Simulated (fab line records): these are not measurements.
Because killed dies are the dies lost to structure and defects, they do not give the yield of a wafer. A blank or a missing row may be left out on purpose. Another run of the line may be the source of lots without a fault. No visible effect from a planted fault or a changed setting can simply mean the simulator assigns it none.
Comparing a struck lot with a sound one / flow sky130 / 15 steps out of a route of 708
Sound: these wafers, L451.1, L451.5, L451.6. Struck: wafer L459.1 (L459.2, L459.6, from the same lot, were not struck and are left out); the cause is given at the end.
Each step with rows lists, per side, the tool, then ch with its chambers, then its first start. Under that, the readings that differ: sound wafers / struck wafers / difference of the means / sigmas: that difference in standard deviations of wafers without a fault.
alike: readings with means less than 2 such deviations apart, plus words and numbers identical on both sides. not compared: withheld readings, readings lacking a value on some wafer, bounds such as >300 that could conceal the same value, and numbers that have no deviation in the record and whose values overlap.
A row with sigmas, a row that says differs or no value, or rows on one side alone: a step with any of these is where the two part. When numbers do not overlap yet have no deviation, they are printed without sigmas and do not part them. Lack of a reading on every wafer of one side parts them only where that side has two or more wafers.

SKY_VIA2_CMP_02: polishes SiO2.
  sound on cmp-02 ch 0,1,2, day 35 21:40; struck on cmp-02 ch 3, day 38 06:20
  alike: motor current A, retaining ring pressure frac
SKY_VIA2_BOW_MEAS_03:
  sound on film metro-03 at day 35 21:49; struck on film metro-02 at day 38 06:35
  alike: VIA2_BOW
then, 8 steps without rows for these wafers: SKY_VIA2_DEHYDRATE_04 (time 60 s); SKY_VIA2_HMDS_05 (prime time 60 s); SKY_VIA2_COAT_06 (resist thk 60 nm); SKY_VIA2_COAT_07 (resist thk 450 nm); SKY_VIA2_SOFTBAKE_08 (time 90 s); SKY_VIA2_EXPOSE_09 (exposes mask VIM2, target cd 200 nm); SKY_VIA2_PEB_10; SKY_VIA2_DEVELOP_11 (develop time 60 s).
SKY_VIA2_CD_MEAS_12: target cd 200 nm.
  sound on cd sem-02 at day 36 23:57; struck on cd sem-02 at day 39 07:44
  alike: cd nm
SKY_VIA2_OVL_MEAS_13:
  sound on overlay-02 at day 37 00:04; struck on overlay-01 at day 39 07:51
  alike: VIA2_OVL
SKY_VIA2_ETCH_14: etches BARC in N2/H2, stops on SiO2, time 45.9 s, target depth 60 nm.
  sound on rie diel-01 ch 1,2, day 37 00:06; struck on rie diel-01 ch 2, day 39 07:53
reading=bias w (W); sound=100.2 100.7 99.7; struck=78.8; difference=-21.4; sigmas=-71
reading=drypump motor current A (A); sound=5.0 5.0 6.5; struck=6.5; difference=+1.0; sigmas=+2
reading=oes product au (a.u.); sound=0.861 0.858 0.859; struck=0.846; difference=-0.013; sigmas=-3
  alike: throttle valve pct
  not compared: rf hours counter h, model.KrF-thick_of_VIA2_COAT_07.thk nm
SKY_VIA2_ETCH_15: etches SiO2 in C4F8/O2/Ar, stops on TiN, target depth 546 nm, time 84 s.
  sound on rie diel-01 ch 1,2, day 37 00:09; struck on rie diel-01 ch 2, day 39 07:56
  alike: bias w, oes product au
  not compared: rf hours counter h
then, 1 step without rows for these wafers: SKY_PAD_OPEN_PROBE_99.

WHERE THEY PART
Only at SKY_VIA2_ETCH_14, within this record. Later steps at which nothing parts them and some readings are alike: SKY_VIA2_ETCH_15.

WHY: what had been put in by the simulator
rie diel-01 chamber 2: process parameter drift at SKY_VIA2_ETCH_14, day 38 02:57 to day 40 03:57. Setting bias w shifted by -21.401 from 100. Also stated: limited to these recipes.
